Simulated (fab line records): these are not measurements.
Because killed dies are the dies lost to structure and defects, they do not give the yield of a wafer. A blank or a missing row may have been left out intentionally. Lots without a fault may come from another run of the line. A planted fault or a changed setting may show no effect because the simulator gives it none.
A struck lot beside a sound one	flow sky130	15 steps out of a route of 708
Sound: these wafers, L191.1, L191.3, L191.4. Wafers struck: L208.1, L208.2, L208.6. The cause is given at the end.
Order at every step that has rows: each side's tool, ch and its chambers, its first start. Under that, the readings that differ: sound wafers	struck wafers	difference of the means	sigmas: that difference in standard deviations of wafers without a fault.
alike: readings with means less than 2 such deviations apart, plus words and numbers identical on both sides. not compared: withheld readings, readings lacking a value on some wafer, bounds such as >300 that could conceal the same value, and numbers that have no deviation in the record and whose values overlap.
The two part at a step that has a row with sigmas, a row that says differs or no value, or rows on one side only. Non-overlapping numbers with no deviation appear without sigmas and do not part them. A reading that every wafer of one side lacks parts them only if that side has two wafers or more.

first, 5 steps without rows for these wafers: SKY_VIA4_COAT_06 (resist thk 1140 nm); SKY_VIA4_SOFTBAKE_07 (time 60 s); SKY_VIA4_EXPOSE_08 (exposes mask VIM4, target cd 800 nm); SKY_VIA4_PEB_09; SKY_VIA4_DEVELOP_10 (develop time 60 s).
SKY_VIA4_OVL_MEAS_11:
  sound: overlay-02 at day 43 03:20; struck: overlay-02 at day 47 14:40
  alike: VIA4_OVL
SKY_VIA4_ETCH_12: etches SiO2 in C4F8/O2/Ar, stops on TiN, target depth 580 nm.
  sound on rie diel-01 ch 1,2,3, day 43 03:22; struck on rie diel-03 ch 1,2,3, day 47 14:42
  alike: chamber pressure mTorr, oes product au
SKY_VIA4_STRIP_13: strips in O2/N2.
  sound on plasma asher-02 ch 0,1, day 43 03:27; struck on plasma asher-03 ch 0,1, day 47 14:47
  alike: chamber pressure mTorr, drypump motor current A, oes product au, strip time to endpoint s
  not compared: rf hours counter h
then, 3 steps without rows for these wafers: SKY_VIA4_STRIP_14 (strips in post etch residue remover, time 1200 s); SKY_VIA4_CLEAN_15 (cleans in IPA, time 180 s); SKY_VIA4_CLEAN_16 (cleans in O3/DIW).
SKY_VIA4_SPUTTER_17: material TiN, target thk 20 nm, time 80 s.
  sound: pvd sputter-02 at day 43 04:23; struck: pvd sputter-01 at day 47 15:26
  alike: throttle valve pct
SKY_VIA4_CVD_18: deposits W, target thk 505 nm, time 152.14 s.
  sound on cvd w-01 ch 0,1, day 43 04:26; struck on cvd w-02 ch 0,1, day 47 15:49
  alike: heater power w
  not compared: since wet clean h
SKY_VIA4_RS_MEAS_19: the measuring method here is four-point-probe.
  sound: film metro-04 at day 43 04:35; struck: film metro-04 at day 47 16:16
reading	sound	struck	difference	sigmas
VIA4_W_RS (ohm/sq)	0.2248 0.2246 0.2241	0.1136 0.1145 0.1133	-0.1107	-50
SKY_PAD_OPEN_PROBE_99:
  rows exist in the record for the sound wafers here (prober-02, day 46 02:33), none for the struck ones

## WHERE THEY PART
At SKY_VIA4_RS_MEAS_19 first; at SKY_PAD_OPEN_PROBE_99 last (within this record only).

WHY: what the simulator had put in
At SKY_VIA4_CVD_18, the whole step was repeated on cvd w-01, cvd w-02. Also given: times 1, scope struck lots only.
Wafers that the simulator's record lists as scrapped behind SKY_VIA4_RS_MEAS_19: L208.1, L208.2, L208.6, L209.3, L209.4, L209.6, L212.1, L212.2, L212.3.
